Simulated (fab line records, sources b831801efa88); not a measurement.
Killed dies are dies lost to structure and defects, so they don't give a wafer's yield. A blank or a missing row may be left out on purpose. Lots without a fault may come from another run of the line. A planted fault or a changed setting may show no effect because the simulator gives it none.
Problem report in the 8D (eight disciplines) form, filled by code | flow sky130 | the parts of the form that need people (team, actions taken, sign-off) are left out

1. THE PROBLEM
killed_at_contacts at SKY_PAD_OPEN_PROBE_99 reads a mean of 70 on 2 wafers of 2 lots; wafers without a fault read 24 with a standard deviation of 5.6. That is +8.2 standard deviations from the usual mean.
First seen on wafer L130.6, day 50 15:04, on prober-01. The record holds 6 wafers of 2 lots with a number at this step. Rule for "out", or "out of limits": more than 4 standard deviations from the usual mean. The other wafers with a number count as sound.

2. WHAT IT IS AND WHAT IT IS NOT
question                    | is                   | is not
which readings at this step | killed_at_contacts   | killed_at_M0_to_M3, killed_at_M4_up, killed_at_front_end, killed_at_other, killed_open, killed_short
which lots                  | L130, L131           | -
which wafers of those lots  | L130.6, L131.3       | L130.3, L130.5, L131.1, L131.6
read on which tools         | prober-01, prober-02 | -
when                        | from day 50 15:04    | up to then (2 sound wafers); but 2 sound wafers of L131 came after

3. SUSPECTS, AND WHAT RULES EACH OUT
Counting: a tool at a process step up to the reading stays a suspect if it ran every lot that is out. Sound lots after the first of them don't rule it out here, since some wafers of a struck lot are sound.
- pvd_sputter-04 at SKY_LI_CONTACT_SPUTTER_20 (material TiN, target thk 20 nm, time 80 s): kept. It ran every lot that is out, first L130 (day 35 10:52).
Left after counting: pvd_sputter-04 at SKY_LI_CONTACT_SPUTTER_20.

4. THE CAUSE (what the simulator had put in)
Chamber particle source: pvd_sputter-04, from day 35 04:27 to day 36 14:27, at SKY_LI_CONTACT_SPUTTER_20. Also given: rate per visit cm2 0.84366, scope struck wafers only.
Counting left only this tool.

5. THE CHAIN OF EFFECTS, in route order
Each row: a reading whose mean over the struck wafers that have a number lies more than 3 standard deviations from the usual. Only readings for which the record gives a usual standard deviation are gone through. hours: the time from each lot's start at the first step in this table that gives one to its start at this step, as a median over the lots. sigmas: the change in usual standard deviations.
hours | step                  | reading            | usual | on struck wafers | change | sigmas
0     | SKY_PAD_OPEN_PROBE_99 | killed_at_contacts | 24    | 70               | +46    | +8.2
0     | SKY_PAD_OPEN_PROBE_99 | killed_dies        | 86    | 130              | +44    | +4.0
The process steps in it:
- SKY_PAD_OPEN_PROBE_99

6. WHAT WOULD HAVE CAUGHT IT SOONER
In this record the first reading out of limits was taken at day 50 15:04, 371 hours after the fault began at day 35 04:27.
Of the tool readings at SKY_LI_CONTACT_SPUTTER_20 for which the record gives a usual standard deviation, none was out on any struck wafer, so an alarm limit of 4 standard deviations on them would not have fired.
All the lots that are out (2) had begun SKY_LI_CONTACT_SPUTTER_20 on pvd_sputter-04 by day 50 15:04. A hold on the tool at that time would have spared none of them.
